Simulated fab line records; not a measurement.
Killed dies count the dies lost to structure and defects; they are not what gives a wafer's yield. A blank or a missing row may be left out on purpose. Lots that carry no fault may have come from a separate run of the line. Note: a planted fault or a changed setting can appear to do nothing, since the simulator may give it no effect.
One fault seen from 2 desks | flow sky130 | numbers are kept per desk, each desk with only its own; the story behind them comes last

== FROM THE METROLOGY DESK ==
Means of the sampled wafers that have a number, per lot and without regard to the tool the lot ran on: this is what the gauges read. Marked OUT: a lot whose mean sits more than 4 standard deviations from the usual mean, which makes it out of limits; the brackets give that distance.
Columns: A = VIA1_W_RS at SKY_VIA1_RS_MEAS_22, usual 0.425 ohm/sq; B = VIA1_W_THK at SKY_VIA1_THK_MEAS_23, usual 275 nm
lot  | first seen here | A     | B
L378 | day 34 05:16    | 0.427 | 276
L380 | day 34 18:28    | 0.435 | 266
L381 | day 34 23:52    | 0.427 | 271
L382 | day 35 12:40    | 0.420 | 276
L384 | day 36 02:13    | 0.417 | 277
L389 | day 37 14:41    | 0.427 | 276
L388 | day 37 15:17    | 0.420 | 275
L394 | day 39 10:29    | 0.426 | 274
L397 | day 40 04:46    | 0.426 | 271
L398 | day 40 17:09    | 0.429 | 274
L399 | day 40 20:04    | 0.427 | 277
Finding of this desk: none of the 11 lots has anything out of limits.

== TOOL OWNER'S DESK, cvd_w-01 ==
The tool's own readings at SKY_VIA1_CVD_21 (deposits W, target thk 270 nm, time 80.902 s): means of the sampled wafers that have a number, for each lot that ran on this tool. Marked OUT: a lot whose mean sits more than 4 standard deviations from the usual mean, which makes it out of limits; the brackets give that distance.
Columns: A = heater_power_w at SKY_VIA1_CVD_21, usual 770 W
lot  | first seen here | A
L378 | day 34 05:09    | 735
L380 | day 34 18:20    | 732
L382 | day 35 12:34    | 758
L384 | day 36 02:06    | 788
L388 | day 37 15:11    | 775
L394 | day 39 10:17    | 760
L397 | day 40 04:40    | 769
L399 | day 40 19:55    | 795
Finding of this desk: none of the 8 lots has anything out of limits.

== PUT TOGETHER ==
At the metrology desk, nothing out of limits was observed.
The desk of the tool owner found nothing out of limits.

== WHAT THE SIMULATOR PUT IN ==
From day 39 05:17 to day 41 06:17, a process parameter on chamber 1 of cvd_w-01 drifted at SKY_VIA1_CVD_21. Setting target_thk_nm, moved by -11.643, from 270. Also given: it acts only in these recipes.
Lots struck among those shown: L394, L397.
